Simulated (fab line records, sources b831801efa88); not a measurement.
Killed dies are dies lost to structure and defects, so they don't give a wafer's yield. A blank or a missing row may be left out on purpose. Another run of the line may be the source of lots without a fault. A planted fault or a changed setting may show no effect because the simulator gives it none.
Split-lot study ; flow gf180mcu ; route with 602 steps; 5 lots, 23 wafers read

== THE SPLIT ==
At GF_M3_SPUTTER_04 (material TiN, target thk 50 nm, time 41.7 s), the setting time-s was moved away from the recipe's 41.7 s on 4 of the 23 wafers read, by +8.3% to +8.8%. All remaining wafers had this setting at the recipe value.

The reading comes from the split's own step.

== THE READING ==
TiN_of_M3_SPUTTER_04.thk-nm (the simulator's own value, which no gauge read), in nm, at GF_M3_SPUTTER_04 (material TiN, target thk 50 nm, time 41.7 s). No usual value for it is given in the file. Average 50.34 nm, standard deviation 0.38 nm, over the 19 wafers here run with the recipe.

wafer;tool, chamber at the split;time-s as run, s;against the recipe;TiN_of_M3_SPUTTER_04.thk-nm, nm;against lot-mates on the recipe
L075.1;pvd-sputter-03, -;41.7;recipe;50.91;-
L075.2;pvd-sputter-03, -;45.15;+8.3%;54.69;+4.15
L075.4;pvd-sputter-03, -;41.7;recipe;50.43;-
L075.5;pvd-sputter-03, -;41.7;recipe;50.29;-
L075.6;pvd-sputter-03, -;45.15;+8.3%;54.55;+4.01
L082.1;pvd-sputter-02, -;41.7;recipe;50.15;-
L082.2;pvd-sputter-02, -;41.7;recipe;50.48;-
L082.3;pvd-sputter-02, -;41.7;recipe;50.13;-
L082.4;pvd-sputter-02, -;41.7;recipe;50.03;-
L082.5;pvd-sputter-02, -;41.7;recipe;50.43;-
L083.2;pvd-sputter-01, -;41.7;recipe;50.92;-
L083.3;pvd-sputter-01, -;41.7;recipe;50.34;-
L083.4;pvd-sputter-01, -;41.7;recipe;51.25;-
L084.1;pvd-sputter-02, -;41.7;recipe;50.03;-
L084.2;pvd-sputter-02, -;45.37;+8.8%;54.71;+4.54
L084.3;pvd-sputter-02, -;41.7;recipe;50.39;-
L084.4;pvd-sputter-02, -;45.37;+8.8%;54.52;+4.35
L084.5;pvd-sputter-02, -;41.7;recipe;50.1;-
L085.1;pvd-sputter-02, -;41.7;recipe;50.32;-
L085.2;pvd-sputter-02, -;41.7;recipe;50.46;-
L085.3;pvd-sputter-02, -;41.7;recipe;49.48;-
L085.4;pvd-sputter-02, -;41.7;recipe;50.25;-
L085.6;pvd-sputter-02, -;41.7;recipe;50.02;-

THE FIT
A straight line over all 23 wafers: TiN_of_M3_SPUTTER_04.thk-nm changes by +0.501 nm for each +1% of time-s; r = +0.98; the points scatter about the line by 0.37 nm.
The same after taking each lot's own level away (the mean of its wafers on the recipe; 23 wafers): +0.499 nm for each +1%; r = +0.99; scatter 0.27 nm.
According to that fit, moving time-s by its largest amount changes the reading by 4.4 nm.
From 50.106 to 50.837 nm: that is the span of the lots' own levels, equal to 1.9 times the standard deviation above.
The two slopes are in agreement: the lot-to-lot level therefore moves the slope only a little.
Check: with one of the wafers moved furthest among these (+8.8%) left out of the fit, the line predicts +4.34 nm for it against its lot-mates. Against them it came out at +4.54 nm.

== OTHER SPLITS ON THESE WAFERS ==
These wafers also went through other splits before the reading. Each is held against what the fit with the lots' levels taken away leaves over:
other split on the same wafers;wafers away from the commonest value;r with TiN_of_M3_SPUTTER_04.thk-nm (lot level and that fit taken away)
GF_V2_ETCH_16 source-w;5;+0.05
GF_V2_CVD_23 pressure-torr;15;-0.04

== THE FILE'S OWN FIT ==
TiN_of_M3_SPUTTER_04.thk-nm changes by +0.499 nm for each +1% of time-s, r = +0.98.
